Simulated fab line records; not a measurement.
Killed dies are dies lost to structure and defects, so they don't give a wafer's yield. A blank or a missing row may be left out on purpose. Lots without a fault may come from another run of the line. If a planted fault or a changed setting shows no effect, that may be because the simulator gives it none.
fab line records    flow sky130
[record] lots = 12  wafers = 36  last_day = 51
route steps=708 shown FIELD_ISO@3 VT_ADJUST_LVTN@117 GATE_OXIDE@192 PAD_OPEN@708
lots untouched by any fault: they come from a run of this same line in which no faults occurred
start_h: hours from the record's opening day to when the first of the lot's shown wafers began    wait_h: how many hours have passed since the lot's step before this one    " repeats the value in the row above    L1.1+2: a row that stands for several wafers    - value missing, or start not given    * or withheld: withheld    < > ~ a bound
route shown NAME@n: NAME is a module with steps in the file, n the number in the route of the first one    usual: mean and standard deviation over wafers with no fault    same: alike in all rows    chamber/n: place in a boat    sites: each site's reading    _std_site: their standard deviation    _edge_site: the outer-site mean with the inner-site mean subtracted    radius_mm: for every site, how far away it sits from the centre of the wafer    mask NAME#n: copy n    behind: the most recent tool/chamber to have shaped the wafer    hold: reason for holding the lot/hours on hold/outcome of the hold    device: the transistor (n, p or np) that didn't switch    end of line: the same wafers' tests at the end of the route    where a step has no rows: the recipe by itself    killed: at the first sort, the dies lost to defects and structure; wafer yield is something else    map: shows each die of a wafer: x if killed, . if not, _ if none is there
set.NAME: the setting as run; set.NAME@STEP: as run at that earlier step    model.NAME: the simulator's own value behind a step, which no gauge read
one table for each step of the route and one row for each wafer, over a sample of lots
services: when a tool's chamber went out of use (start_h, in hours from the record's first day, below 0 if earlier), for how many hours, and the reason
[[steps]]
[step SKY_FIELD_ISO_THK_MEAS_02]
[recipe] reads = SiO2_of_FIELD_ISO_OXIDATION_01
[usual] FIELD_ISO_OXIDATION_00_THK = 11.98/0.19
lot.wafer  tool           chamber  start_h  wait_h  FIELD_ISO_OXIDATION_00_THK[nm]
L346.1     film_metro-03  -        17.57    0.0     12.11
L346.4     "              -        "        "       11.88
L346.5     "              -        "        "       12.01
L354.2     film_metro-03  -        56.64    0.0     11.95
L354.4     "              -        "        "       11.98
L354.6     "              -        "        "       11.79
L355.2     film_metro-01  -        63.19    0.0     12.29
L355.3     "              -        "        "       12.28
L355.6     "              -        "        "       12.27
L357.2     film_metro-01  -        74.83    0.0     11.67
L357.3     "              -        "        "       11.77
L357.4     "              -        "        "       11.53
L358.1     film_metro-03  -        77.84    0.0     11.93
L358.4     "              -        "        "       12.23
L358.5     "              -        "        "       12.02
L359.1     film_metro-02  -        82.29    0.0     12.08
L359.4     "              -        "        "       11.92
L359.6     "              -        "        "       11.84
L361.2     film_metro-02  -        91.64    0.0     11.60
L361.3     "              -        "        "       11.88
L361.6     "              -        "        "       11.84
L363.1     film_metro-01  -        102.61   0.0     12.28
L363.5     "              -        "        "       12.17
L363.6     "              -        "        "       12.36
L364.1     film_metro-02  -        109.06   0.0     11.79
L364.3     "              -        "        "       11.56
L364.4     "              -        "        "       11.59
L366.1     film_metro-02  -        120.87   0.0     12.19
L366.2     "              -        "        "       12.05
L366.5     "              -        "        "       12.07
L367.4     film_metro-01  -        124.39   0.0     12.02
L367.5     "              -        "        "       12.01
L367.6     "              -        "        "       12.25
L368.1     film_metro-02  -        128.51   0.0     12.09
L368.4     "              -        "        "       12.17
L368.6     "              -        "        "       11.91
[step SKY_FIELD_ISO_THK_MEAS_04]
[recipe] reads = Si3N4_of_FIELD_ISO_CVD_03
[usual] FIELD_ISO_CVD_03_THK = 164.5/1.6
lot.wafer  tool           chamber  start_h  wait_h  FIELD_ISO_CVD_03_THK[nm]
L346.1     film_metro-02  -        20.78    0.0     164.0
L346.4     "              -        "        "       164.5
L346.5     "              -        "        "       164.0
L354.2     film_metro-01  -        58.64    0.0     162.0
L354.4     "              -        "        "       161.6
L354.6     "              -        "        "       163.2
L355.2     film_metro-01  -        65.03    0.0     163.0
L355.3     "              -        "        "       162.2
L355.6     "              -        "        "       162.3
L357.2     film_metro-02  -        76.68    0.0     163.1
L357.3     "              -        "        "       163.0
L357.4     "              -        "        "       164.2
L358.1     film_metro-01  -        79.81    0.0     162.3
L358.4     "              -        "        "       162.0
L358.5     "              -        "        "       162.4
L359.1     film_metro-03  -        84.16    0.0     165.9
L359.4     "              -        "        "       166.6
L359.6     "              -        "        "       166.1
L361.2     film_metro-02  -        94.57    0.0     164.4
L361.3     "              -        "        "       164.1
L361.6     "              -        "        "       163.4
L363.1     film_metro-03  -        104.45   0.0     166.7
L363.5     "              -        "        "       166.0
L363.6     "              -        "        "       166.6
L364.1     film_metro-02  -        110.90   0.0     167.1
L364.3     "              -        "        "       164.3
L364.4     "              -        "        "       165.4
L366.1     film_metro-02  -        124.43   0.0     164.9
L366.2     "              -        "        "       166.2
L366.5     "              -        "        "       165.2
L367.4     film_metro-01  -        128.66   0.0     161.6
L367.5     "              -        "        "       163.1
L367.6     "              -        "        "       161.1
L368.1     film_metro-02  -        131.62   0.0     163.4
L368.4     "              -        "        "       162.8
L368.6     "              -        "        "       163.5
[step SKY_VT_ADJUST_LVTN_STRIP_20]
[recipe] chemistry = O2/N2  power_w = 1400  pressure_mtorr = 1500  platen_temp_c = withheld  o2_flow_sccm = 3000  n2_flow_sccm = 300  overash_fraction = 0.5
[usual] drypump_motor_current_A = 5.9/0.44  o2_flow_sccm = 3001/9.4  oes_product_au = 0.716/0.0048  strip_time_to_endpoint_s = 14.18/0.037
lot.wafer  tool             chamber  start_h  wait_h  drypump_motor_current_A  o2_flow_sccm  oes_product_au  rf_hours_counter_h  strip_time_to_endpoint_s
L346.1     plasma_asher-01  0        183.55   0.1     6.4                      3002          0.715           6                   14.18
L346.4     "                0        "        "       6.4                      2995          0.724           -                   14.21
L346.5     "                0        "        "       6.4                      2982          0.712           -                   14.20
L354.2     plasma_asher-04  0        225.85   0.1     5.5                      3001          0.713           54                  14.13
L354.4     "                0        "        "       5.5                      2986          0.717           -                   14.19
L354.6     "                1        "        "       5.6                      3006          0.720           -                   14.15
L355.2     plasma_asher-04  0        234.78   0.1     5.6                      3012          0.718           55                  14.16
L355.3     "                1        "        "       5.6                      2997          0.714           -                   14.16
L355.6     "                1        "        "       5.6                      2995          0.712           -                   14.18
L357.2     plasma_asher-01  1        247.35   0.1     6.4                      2998          0.713           13                  14.20
L357.3     "                0        "        "       6.4                      2986          0.715           -                   14.24
L357.4     "                1        "        "       6.5                      2998          0.734           -                   14.21
L358.1     plasma_asher-04  1        254.50   0.1     5.6                      3003          0.712           56                  14.13
L358.4     "                1        "        "       5.6                      3010          0.728           -                   14.15
L358.5     "                1        "        "       5.6                      3013          0.710           -                   14.16
L359.1     plasma_asher-01  0        263.75   0.1     6.4                      3007          0.710           14                  14.24
L359.4     "                0        "        "       6.4                      3002          0.721           -                   14.24
L359.6     "                0        "        "       6.4                      3001          0.716           -                   14.23
L361.2     plasma_asher-04  1        286.15   0.1     5.6                      3000          0.713           60                  14.20
L361.3     "                1        "        "       5.6                      3009          0.706           -                   14.12
L361.6     "                1        "        "       5.6                      3011          0.716           -                   14.21
L363.1     plasma_asher-04  1        292.28   0.1     5.6                      3003          0.716           60                  14.22
L363.5     "                1        "        "       5.6                      2998          0.715           -                   14.24
L363.6     "                0        "        "       5.5                      3006          0.718           -                   14.23
L364.1     plasma_asher-04  1        299.41   0.1     5.6                      3003          0.716           61                  14.26
L364.3     "                0        "        "       5.5                      3002          0.711           -                   14.25
L364.4     "                1        "        "       5.6                      3000          0.725           -                   14.25
L366.1     plasma_asher-04  0        314.90   0.1     5.6                      2988          0.720           62                  14.21
L366.2     "                1        "        "       5.6                      2992          0.715           62                  14.11
L366.5     "                1        "        "       5.6                      2985          0.722           -                   14.16
L367.4     plasma_asher-01  1        325.84   0.1     6.5                      3008          0.709           -                   14.17
L367.5     "                0        "        "       6.4                      2996          0.715           -                   14.17
L367.6     "                1        "        "       6.5                      3013          0.715           -                   14.14
L368.1     plasma_asher-04  1        333.55   0.1     5.6                      3003          0.723           64                  14.19
L368.4     "                1        "        "       5.6                      2999          0.723           -                   14.18
L368.6     "                0        "        "       5.5                      3010          0.713           -                   14.19
[step SKY_GATE_OXIDE_COAT_05]
[recipe] resist = NOVOLAK  spin_rpm = 3000  resist_thk_nm = 1140
[usual] chill_plate_temp_C = 22.99/0.11  dispense_pressure_kPa = 48/3.5
lot.wafer  tool            chamber  start_h  wait_h  chill_plate_temp_C  dispense_pressure_kPa
L346.1     litho_track-02  0        326.35   0.1     22.93               45
L346.4     "               0        "        "       22.95               45
L346.5     "               0        "        "       23.01               45
L354.2     litho_track-01  -        377.41   0.1     -                   -
L354.4     "               -        "        "       -                   -
L354.6     "               -        "        "       -                   -
L355.2     litho_track-03  -        387.10   0.1     -                   -
L355.3     "               -        "        "       -                   -
L355.6     "               -        "        "       -                   -
L357.2     litho_track-01  0        401.51   0.1     23.00               54
L357.3     "               0        "        "       22.86               54
L357.4     "               0        "        "       23.05               54
L358.1     litho_track-03  0        410.57   0.1     22.89               47
L358.4     "               0        "        "       22.84               48
L358.5     "               0        "        "       22.91               48
L359.1     litho_track-01  0        422.99   0.1     23.08               54
L359.4     "               0        "        "       23.02               54
L359.6     "               0        "        "       23.21               54
L361.2     litho_track-02  0        448.52   0.1     22.87               45
L361.3     "               0        "        "       22.95               45
L361.6     "               0        "        "       22.96               45
L363.1     litho_track-02  0        461.20   0.1     22.92               45
L363.5     "               0        "        "       22.81               45
L363.6     "               0        "        "       22.97               45
L364.1     litho_track-03  0        464.57   0.1     22.92               48
L364.3     "               0        "        "       22.92               48
L364.4     "               0        "        "       22.75               47
L366.1     litho_track-02  0        483.45   0.1     23.04               45
L366.2     "               0        "        "       22.90               45
L366.5     "               0        "        "       23.11               45
L367.4     litho_track-03  0        495.00   0.1     23.03               48
L367.5     "               0        "        "       23.10               47
L367.6     "               0        "        "       23.01               48
L368.1     litho_track-01  0        504.39   0.1     23.03               54
L368.4     "               0        "        "       23.09               54
L368.6     "               0        "        "       23.09               54
[step SKY_GATE_OXIDE_OVL_MEAS_10]
[usual] GATE_OXIDE_OVL = 1.1/1.3
lot.wafer  tool        chamber  start_h  wait_h  GATE_OXIDE_OVL[nm]
L346.1     overlay-02  -        339.44   0.1     1.9
L346.4     "           -        "        "       2.8
L346.5     "           -        "        "       1.8
L354.2     overlay-01  -        392.13   0.1     -
L354.4     "           -        "        "       -
L354.6     "           -        "        "       -
L355.2     overlay-01  -        401.85   0.1     -
L355.3     "           -        "        "       -
L355.6     "           -        "        "       -
L357.2     overlay-01  -        415.79   0.1     0.2
L357.3     "           -        "        "       0.8
L357.4     "           -        "        "       0.3
L358.1     overlay-01  -        425.92   0.1     1.8
L358.4     "           -        "        "       0.6
L358.5     "           -        "        "       2.3
L359.1     overlay-01  -        438.35   0.1     1.0
L359.4     "           -        "        "       2.1
L359.6     "           -        "        "       1.5
L361.2     overlay-02  -        464.28   0.1     2.0
L361.3     "           -        "        "       1.8
L361.6     "           -        "        "       2.0
L363.1     overlay-02  -        476.89   0.1     -1.0
L363.5     "           -        "        "       -0.6
L363.6     "           -        "        "       0.5
L364.1     overlay-02  -        479.82   0.1     1.0
L364.3     "           -        "        "       0.2
L364.4     "           -        "        "       -1.0
L366.1     overlay-02  -        499.30   0.1     3.5
L366.2     "           -        "        "       2.2
L366.5     "           -        "        "       2.9
L367.4     overlay-02  -        510.11   0.1     2.6
L367.5     "           -        "        "       1.5
L367.6     "           -        "        "       1.1
L368.1     overlay-02  -        519.17   0.1     -0.7
L368.4     "           -        "        "       -1.0
L368.6     "           -        "        "       -2.0
[step SKY_PAD_OPEN_PROBE_99]
[usual] killed_at_M0_to_M3 = 43/6.6  killed_at_M4_up = 3.1/1.9  killed_at_contacts = 24/5.2  killed_at_front_end = 16/4.5  killed_at_other = 0.4/0.62  killed_dies = 87/9  killed_on_rim = 17/3.7  killed_open = 48/7  killed_short = 39/6.2
[same] gross_dies = 492  killed_at_back_side = 0
lot.wafer  tool       chamber  start_h  wait_h  hold                    killed_at_M0_to_M3  killed_at_M4_up  killed_at_contacts  killed_at_front_end  killed_at_other  killed_dies  killed_on_rim  killed_open  killed_short
L346.1     prober-01  -        1104.79  0.1     -                       50                  7                16                  20                   1                94           18             50           44
L346.4     prober-01  -        1104.94  0.2     -                       42                  3                18                  14                   0                77           18             49           28
L346.5     prober-01  -        1104.99  0.2     -                       53                  1                19                  10                   1                84           17             62           21
L354.2     prober-02  -        1146.57  0.1     await_dispo/4.2h/scrap  36                  3                19                  434                  0                492          96             36           38
L354.4     prober-02  -        1146.67  0.2     await_dispo/4.2h/scrap  38                  9                22                  423                  0                492          96             47           38
L354.6     prober-02  -        1146.77  0.2     await_dispo/4.2h/scrap  40                  2                21                  429                  0                492          96             54           24
L355.2     prober-01  -        1150.70  0.1     await_dispo/6.5h/scrap  33                  4                23                  432                  0                492          96             38           39
L355.3     prober-01  -        1150.75  0.2     await_dispo/6.5h/scrap  36                  4                24                  428                  0                492          96             45           32
L355.6     prober-01  -        1150.90  0.2     await_dispo/6.5h/scrap  44                  9                32                  407                  0                492          96             51           43
L357.2     prober-01  -        1162.27  0.1     -                       40                  4                23                  15                   0                82           10             30           52
L357.3     prober-01  -        1162.32  0.2     -                       44                  4                13                  23                   1                85           19             46           39
L357.4     prober-01  -        1162.37  0.2     -                       41                  2                26                  17                   0                86           19             45           41
L358.1     prober-02  -        1175.38  0.1     -                       42                  3                33                  19                   1                98           22             59           38
L358.4     prober-02  -        1175.53  0.2     -                       50                  2                20                  18                   0                90           20             44           43
L358.5     prober-02  -        1175.58  0.2     -                       32                  4                19                  18                   0                73           15             39           34
L359.1     prober-01  -        1178.23  0.1     -                       45                  1                36                  15                   1                98           21             51           45
L359.4     prober-01  -        1178.38  0.2     -                       38                  4                28                  15                   1                86           14             45           39
L359.6     prober-01  -        1178.48  0.2     -                       58                  1                29                  15                   1                104          22             58           45
L361.2     prober-01  -        1196.61  0.1     -                       46                  1                16                  19                   1                83           15             45           38
L361.3     prober-01  -        1196.66  0.2     -                       38                  3                31                  15                   0                87           11             48           39
L361.6     prober-01  -        1196.81  0.2     -                       40                  2                24                  21                   1                88           15             54           34
L363.1     prober-01  -        1207.13  0.1     -                       45                  4                21                  11                   0                81           22             44           37
L363.5     prober-01  -        1207.33  0.2     -                       43                  4                20                  11                   0                78           16             45           33
L363.6     prober-01  -        1207.38  0.2     -                       34                  2                23                  13                   0                72           14             37           35
L366.1     prober-02  -        1209.36  0.1     -                       47                  1                23                  19                   1                91           16             56           35
L366.2     prober-02  -        1209.41  0.1     -                       37                  4                24                  26                   1                92           18             56           36
L366.5     prober-02  -        1209.56  0.2     -                       38                  0                24                  16                   0                78           12             45           33
L364.1     prober-02  -        1213.16  0.1     -                       51                  1                25                  14                   0                91           23             42           49
L364.3     prober-02  -        1213.26  0.2     -                       58                  2                20                  14                   0                94           18             54           40
L364.4     prober-02  -        1213.31  0.2     -                       47                  2                23                  22                   0                94           14             50           44
L367.4     prober-01  -        1216.26  0.2     -                       41                  3                26                  16                   2                88           13             53           35
L367.5     prober-01  -        1216.31  0.2     -                       37                  1                19                  11                   0                68           10             39           29
L367.6     prober-01  -        1216.36  0.2     -                       47                  2                25                  12                   0                86           25             51           35
L368.1     prober-01  -        1219.11  0.1     -                       37                  4                24                  20                   0                85           23             48           37
L368.4     prober-01  -        1219.26  0.2     -                       55                  2                22                  12                   0                91           16             37           54
L368.6     prober-01  -        1219.36  0.2     -                       49                  3                25                  13                   0                90           14             50           40
// killed by level:class
L346.1 VIA1:geometric_particle:open=11 VIA1:geometric_particle:short=8 CONTACT:geometric_particle:open=7 VIA3:geometric_particle:open=7 LI_CONTACT:geometric_particle:open=5 METAL2:geometric_particle:short=5 METAL4:geometric_particle:short=5 POLY_GATE:geometric_particle:open=4
L346.4 CONTACT:geometric_particle:open=12 VIA1:geometric_particle:open=10 VIA2:geometric_particle:open=8 VIA3:geometric_particle:open=7 FIELD_ISO:geometric_particle:short=5 VIA1:geometric_particle:short=4 METAL2:geometric_particle:short=4 POLY_CUT:geometric_particle:open=3
L346.5 VIA1:geometric_particle:open=18 VIA3:geometric_particle:open=11 CONTACT:geometric_particle:open=9 VIA2:geometric_particle:open=8 METAL2:geometric_particle:short=7 LI_CONTACT:geometric_particle:open=6 FIELD_ISO:geometric_particle:open=5 VIA1:geometric_particle:short=3
L354.2 GATE_OXIDE:area_expose=418 CONTACT:geometric_particle:open=9 VIA1:geometric_particle:open=9 VIA1:geometric_particle:short=6 POLY_GATE:geometric_particle:short=5 POLY_GATE:geometric_particle:open=4 VIA2:geometric_particle:open=4 METAL1:geometric_particle:short=4
L354.4 GATE_OXIDE:area_expose=407 CONTACT:geometric_particle:open=12 VIA1:geometric_particle:open=9 VIA2:geometric_particle:open=7 METAL4:geometric_particle:short=6 FIELD_ISO:geometric_particle:short=5 VIA3:geometric_particle:open=5 FIELD_ISO:geometric_particle:open=4
L354.6 GATE_OXIDE:area_expose=414 CONTACT:geometric_particle:open=11 VIA3:geometric_particle:open=10 VIA2:geometric_particle:open=8 VIA1:geometric_particle:open=7 FIELD_ISO:geometric_particle:open=5 POLY_GATE:geometric_particle:open=5 CONTACT:geometric_particle:short=5
L355.2 GATE_OXIDE:area_expose=415 VIA1:geometric_particle:open=9 POLY_GATE:geometric_particle:short=8 CONTACT:geometric_particle:open=8 LI_CONTACT:geometric_particle:open=6 METAL2:geometric_particle:short=6 METAL1:geometric_particle:short=4 VIA1:geometric_particle:short=4
L355.3 GATE_OXIDE:area_expose=415 VIA1:geometric_particle:open=11 CONTACT:geometric_particle:open=8 LI_CONTACT:geometric_particle:open=7 LOCAL_INTERCONNECT:geometric_particle:short=5 METAL2:geometric_particle:short=5 VIA2:geometric_particle:open=5 POLY_GATE:geometric_particle:open=4
L355.6 GATE_OXIDE:area_expose=398 CONTACT:geometric_particle:open=9 VIA1:geometric_particle:open=9 VIA2:geometric_particle:open=9 LOCAL_INTERCONNECT:geometric_particle:short=8 VIA1:geometric_particle:short=8 METAL4:geometric_particle:short=8 LI_CONTACT:geometric_particle:open=7
L357.2 METAL2:geometric_particle:short=10 CONTACT:geometric_particle:short=9 VIA1:geometric_particle:open=9 CONTACT:geometric_particle:open=6 METAL1:geometric_particle:short=5 METAL3:geometric_particle:short=5 FIELD_ISO:geometric_particle:short=4 FIELD_ISO:geometric_particle:open=3
L357.3 VIA1:geometric_particle:short=8 METAL2:geometric_particle:short=8 VIA1:geometric_particle:open=8 POLY_GATE:geometric_particle:open=5 LI_CONTACT:geometric_particle:open=5 FIELD_ISO:geometric_particle:open=4 SPACER:geometric_particle:open=4 METAL1:geometric_particle:short=4
L357.4 CONTACT:geometric_particle:open=9 VIA2:geometric_particle:open=9 VIA1:geometric_particle:open=8 CONTACT:geometric_particle:short=6 METAL1:geometric_particle:short=6 FIELD_ISO:geometric_particle:short=4 POLY_GATE:geometric_particle:open=4 SPACER:geometric_particle:open=4
L358.1 CONTACT:geometric_particle:open=15 VIA2:geometric_particle:open=11 VIA1:geometric_particle:open=9 VIA3:geometric_particle:open=7 CONTACT:geometric_particle:short=7 VIA1:geometric_particle:short=6 FIELD_ISO:geometric_particle:short=5 FIELD_ISO:geometric_particle:open=5
L358.4 METAL1:geometric_particle:short=8 VIA2:geometric_particle:open=8 VIA3:geometric_particle:open=7 CONTACT:geometric_particle:open=7 VIA1:geometric_particle:open=7 VIA3:geometric_particle:short=5 POLY_GATE:geometric_particle:short=4 LI_CONTACT:geometric_particle:open=4
L358.5 CONTACT:geometric_particle:open=10 VIA1:geometric_particle:open=8 VIA3:geometric_particle:open=6 FIELD_ISO:geometric_particle:short=5 METAL2:geometric_particle:short=5 METAL1:geometric_particle:short=4 FIELD_ISO:geometric_particle:open=3 POLY_GATE:geometric_particle:short=3
L359.1 CONTACT:geometric_particle:open=14 VIA1:geometric_particle:open=11 CONTACT:geometric_particle:short=9 FIELD_ISO:geometric_particle:open=6 VIA1:geometric_particle:short=5 LOCAL_INTERCONNECT:geometric_particle:short=5 METAL3:geometric_particle:short=5 VIA3:geometric_particle:open=5
L359.4 CONTACT:geometric_particle:open=8 VIA1:geometric_particle:open=8 VIA2:geometric_particle:open=7 LI_CONTACT:geometric_particle:short=6 LI_CONTACT:geometric_particle:open=6 POLY_GATE:geometric_particle:open=5 METAL2:geometric_particle:short=5 CONTACT:geometric_particle:short=4
L359.6 VIA1:geometric_particle:open=16 LI_CONTACT:geometric_particle:open=12 METAL2:geometric_particle:short=9 METAL1:geometric_particle:short=8 VIA3:geometric_particle:open=7 CONTACT:geometric_particle:short=6 CONTACT:geometric_particle:open=5 FIELD_ISO:geometric_particle:open=5
L361.2 VIA1:geometric_particle:open=12 VIA3:geometric_particle:open=7 CONTACT:geometric_particle:open=6 FIELD_ISO:geometric_particle:open=5 FIELD_ISO:geometric_particle:short=5 METAL1:geometric_particle:short=5 VIA1:geometric_particle:short=5 VIA2:geometric_particle:open=5
L361.3 CONTACT:geometric_particle:open=14 VIA1:geometric_particle:open=11 METAL2:geometric_particle:short=10 LOCAL_INTERCONNECT:geometric_particle:short=6 LI_CONTACT:geometric_particle:open=5 VIA3:geometric_particle:open=5 VIA3:geometric_particle:short=4 CONTACT:geometric_particle:short=4
L361.6 LI_CONTACT:geometric_particle:open=11 CONTACT:geometric_particle:open=8 METAL1:geometric_particle:short=7 VIA3:geometric_particle:open=7 FIELD_ISO:geometric_particle:short=5 VIA2:geometric_particle:open=5 METAL2:geometric_particle:short=5 FIELD_ISO:geometric_particle:open=4
L363.1 CONTACT:geometric_particle:open=9 VIA1:geometric_particle:open=8 VIA3:geometric_particle:open=7 LI_CONTACT:geometric_particle:open=6 METAL2:geometric_particle:short=6 METAL1:geometric_particle:short=5 FIELD_ISO:geometric_particle:short=4 VIA2:geometric_particle:short=4
L363.5 VIA1:geometric_particle:open=11 CONTACT:geometric_particle:open=10 METAL2:geometric_particle:short=8 VIA2:geometric_particle:open=8 LI_CONTACT:geometric_particle:open=4 METAL1:geometric_particle:short=4 VIA3:geometric_particle:open=4 FIELD_ISO:geometric_particle:short=3
L363.6 LI_CONTACT:geometric_particle:open=8 CONTACT:geometric_particle:short=7 METAL3:geometric_particle:short=7 FIELD_ISO:geometric_particle:open=6 VIA3:geometric_particle:open=5 VIA1:geometric_particle:open=5 METAL2:geometric_particle:short=4 VIA2:geometric_particle:open=4
L366.1 VIA1:geometric_particle:open=13 VIA3:geometric_particle:open=9 LI_CONTACT:geometric_particle:open=7 CONTACT:geometric_particle:open=7 METAL1:geometric_particle:short=6 VIA1:geometric_particle:short=6 POLY_GATE:geometric_particle:open=5 POLY_GATE:geometric_particle:short=5
L366.2 VIA1:geometric_particle:open=18 CONTACT:geometric_particle:open=9 FIELD_ISO:geometric_particle:open=8 FIELD_ISO:geometric_particle:short=6 LI_CONTACT:geometric_particle:open=6 POLY_GATE:geometric_particle:open=5 VIA1:geometric_particle:short=5 CONTACT:geometric_particle:short=4
L366.5 CONTACT:geometric_particle:open=10 VIA1:geometric_particle:open=9 CONTACT:geometric_particle:short=7 LI_CONTACT:geometric_particle:open=6 POLY_GATE:geometric_particle:open=5 FIELD_ISO:geometric_particle:open=4 METAL1:geometric_particle:short=4 VIA1:geometric_particle:short=4
L364.1 VIA1:geometric_particle:open=12 VIA3:geometric_particle:open=9 LI_CONTACT:geometric_particle:open=8 METAL2:geometric_particle:short=7 VIA3:geometric_particle:short=7 LOCAL_INTERCONNECT:geometric_particle:short=6 FIELD_ISO:geometric_particle:short=5 LI_CONTACT:geometric_particle:short=5
L364.3 VIA1:geometric_particle:open=14 VIA3:geometric_particle:open=12 LI_CONTACT:geometric_particle:open=9 VIA1:geometric_particle:short=8 FIELD_ISO:geometric_particle:short=6 VIA3:geometric_particle:short=6 VIA2:geometric_particle:open=5 CONTACT:geometric_particle:open=4
L364.4 CONTACT:geometric_particle:open=9 VIA1:geometric_particle:short=8 VIA2:geometric_particle:open=7 FIELD_ISO:geometric_particle:short=7 VIA1:geometric_particle:open=7 FIELD_ISO:geometric_particle:open=6 METAL2:geometric_particle:short=6 VIA3:geometric_particle:open=6
L367.4 CONTACT:geometric_particle:open=15 VIA1:geometric_particle:open=10 VIA3:geometric_particle:open=6 METAL1:geometric_particle:short=5 POLY_GATE:geometric_particle:open=4 METAL2:geometric_particle:short=4 VIA2:geometric_particle:open=4 LI_CONTACT:geometric_particle:open=3
L367.5 LI_CONTACT:geometric_particle:open=9 VIA1:geometric_particle:open=8 VIA3:geometric_particle:open=6 POLY_GATE:geometric_particle:short=4 POLY_GATE:geometric_particle:open=4 LI_CONTACT:geometric_particle:short=4 METAL3:geometric_particle:short=4 LOCAL_INTERCONNECT:geometric_particle:short=3
L367.6 CONTACT:geometric_particle:open=14 VIA1:geometric_particle:open=9 VIA3:geometric_particle:open=9 VIA1:geometric_particle:short=7 POLY_GATE:geometric_particle:open=7 LI_CONTACT:geometric_particle:open=5 METAL2:geometric_particle:short=5 VIA2:geometric_particle:open=5
L368.1 LI_CONTACT:geometric_particle:open=9 CONTACT:geometric_particle:open=8 VIA1:geometric_particle:open=7 VIA3:geometric_particle:open=6 FIELD_ISO:geometric_particle:short=5 FIELD_ISO:geometric_particle:open=5 CONTACT:geometric_particle:short=5 VIA2:geometric_particle:open=5
L368.4 VIA1:geometric_particle:open=14 METAL1:geometric_particle:short=7 METAL2:geometric_particle:short=7 CONTACT:geometric_particle:short=6 VIA2:geometric_particle:short=6 POLY_GATE:geometric_particle:short=5 CONTACT:geometric_particle:open=5 VIA3:geometric_particle:open=5
L368.6 LI_CONTACT:geometric_particle:open=9 METAL1:geometric_particle:short=8 VIA1:geometric_particle:open=8 VIA3:geometric_particle:open=8 METAL2:geometric_particle:short=8 CONTACT:geometric_particle:open=7 POLY_GATE:geometric_particle:open=6 LOCAL_INTERCONNECT:geometric_particle:short=4
[[services]]
tool             chamber  start_h  hours  kind
plasma_asher-01  -        499.69   2.2    repair
[[key]]
[first_sign] step = SKY_GATE_OXIDE_COAT_05  reading = tool_record  direction = missing
[effect] step = SKY_GATE_OXIDE_OVL_MEAS_10  reading = GATE_OXIDE_OVL  direction = missing
[effect] step = SKY_PAD_OPEN_PROBE_99  reading = killed_at_front_end  direction = up  sigmas = 91  usual = 16  struck = 426
[more_kills_born_at] SKY_GATE_OXIDE_EXPOSE_07@iline_stepper-02 = 1239  SKY_GATE_OXIDE_EXPOSE_07@iline_stepper-01 = 1228
met_at SKY_GATE_OXIDE_COAT_05
struck_lots L354,L355
later_rows_left_out L354.2,L354.4,L354.6,L355.2,L355.3,L355.6
tester_left_out L354,L355
not_acting_at SKY_FIELD_ISO_THK_MEAS_02,SKY_FIELD_ISO_THK_MEAS_04,SKY_VT_ADJUST_LVTN_STRIP_20
[fault] kind = skipped_step_whole  tool = litho_track-01,litho_track-03  chamber = -  onset_h = 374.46  steps = SKY_GATE_OXIDE_COAT_05  scope = struck_lots_only
// tester_left_out: of these lots the tester's yield and bins aren't shown, on N5 and GAA mostly nor the transistor test; their killed dies are dies lost to structure and defects alone, not to doping, threshold or leakage, so they don't give the yield
// later_rows_left_out: the simulator's readings of these wafers behind a module that went badly wrong aren't trusted and aren't shown, but for the sort
